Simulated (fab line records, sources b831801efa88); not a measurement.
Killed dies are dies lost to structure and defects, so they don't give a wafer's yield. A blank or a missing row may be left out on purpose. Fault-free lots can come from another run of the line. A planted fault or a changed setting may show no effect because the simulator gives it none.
Which tool is to blame? ; flow sky130 ; 9 lots with 27 wafers sampled at 4 steps, on a route of 708 steps

## WHAT THE GAUGES READ, wafer by wafer
SKY_METAL5_RS_MEAS_05: measures by four-point-probe.
lot;measured;on;METAL5_ALCU_RS (ohm/sq)
L138;day 42 22:47;film_metro-03;0.0275 0.02725 0.02723
L140;day 43 10:10;film_metro-02;0.02701 0.02691 0.02705
L144;day 45 09:35;film_metro-02;0.02663 0.02682 0.02684
L145;day 45 06:47;film_metro-02;0.02713 0.02705 0.02711
L147;day 45 18:59;film_metro-04;0.02694 0.02668 0.02687
L148;day 45 20:53;film_metro-04;0.0271 0.0272 0.02714
L150;day 46 12:59;film_metro-03;0.027 0.02689 0.02686
L159;day 48 10:59;film_metro-04;0.01502 0.01501 0.02728
L160;day 48 14:55;film_metro-04;0.02701 0.01505 0.02707

## WHICH TOOL RAN EACH LOT (tool, then ch and the chambers of the sampled wafers, then the start)
lot;SKY_FIELD_ISO_STRIP_16;SKY_SD_P_STRIP_10;SKY_METAL5_SPUTTER_02
L138;plasma_asher-04 ch 0,1, day 2 07:14;plasma_asher-01 ch 0,1, day 25 12:21;pvd_sputter-01, day 42 22:36
L140;plasma_asher-03 ch 0,1, day 2 16:30;plasma_asher-01 ch 0,1, day 26 01:35;pvd_sputter-01, day 43 10:03
L144;plasma_asher-02 ch 0,1, day 3 13:29;plasma_asher-04 ch 0,1, day 28 13:43;pvd_sputter-01, day 45 09:29
L145;plasma_asher-04 ch 0,1, day 3 16:46;plasma_asher-01 ch 0,1, day 28 10:54;pvd_sputter-02, day 45 06:37
L147;plasma_asher-02 ch 0,1, day 4 03:43;plasma_asher-04 ch 0,1, day 29 02:35;pvd_sputter-04, day 45 18:50
L148;plasma_asher-02 ch 0,1, day 4 07:54;plasma_asher-04 ch 0,1, day 29 04:56;pvd_sputter-04, day 45 20:46
L150;plasma_asher-03 ch 0,1, day 4 20:55;plasma_asher-02 ch 0,1, day 29 21:37;pvd_sputter-02, day 46 12:52
L159;plasma_asher-03 ch 0,1, day 6 17:19;plasma_asher-02 ch 0,1, day 32 13:27;pvd_sputter-02, day 48 10:49
L160;plasma_asher-03 ch 0,1, day 7 00:52;plasma_asher-04 ch 0, day 32 22:40;pvd_sputter-02, day 48 14:47
- SKY_FIELD_ISO_STRIP_16: strips in O2/N2.
- SKY_SD_P_STRIP_10: strips in O2/N2.
- SKY_METAL5_SPUTTER_02: material AlCu, target thk 1150 nm, time 61.2 s.

## THE ANSWER, worked out from the rows above alone
Rule: usual is defined by the lots themselves. The widest of any qualifying gaps counts: lots, ordered by their means at a reading, are off when they make up no more than a third of the lots, leave a main group of 4 or more, and stand apart from it by 3 or more times the standard deviation of that group's means. A main group is skipped when, at the precision printed for the reading in the tables above, its means are all equal. A lot without any number at a reading at which 4 lots or more have one is off too. Where the step has rows for the other lots, those lots are counted as sound.
Off: L159, L160, at SKY_METAL5_RS_MEAS_05 (METAL5_ALCU_RS). The main group has a mean of 0.027 ohm/sq with a standard deviation of 0.00018.
A tool fits if, at a process step before that reading, it ran every lot that is off, and no sound lot after the first of them. Those tools and the gauges at SKY_METAL5_RS_MEAS_05 are tried in the same way. Can't be told from this: 3 tools fit, plasma_asher-03 at SKY_FIELD_ISO_STRIP_16, pvd_sputter-02 at SKY_METAL5_SPUTTER_02, film_metro-04 at SKY_METAL5_RS_MEAS_05.

## WHAT THE SIMULATOR HAD PUT IN
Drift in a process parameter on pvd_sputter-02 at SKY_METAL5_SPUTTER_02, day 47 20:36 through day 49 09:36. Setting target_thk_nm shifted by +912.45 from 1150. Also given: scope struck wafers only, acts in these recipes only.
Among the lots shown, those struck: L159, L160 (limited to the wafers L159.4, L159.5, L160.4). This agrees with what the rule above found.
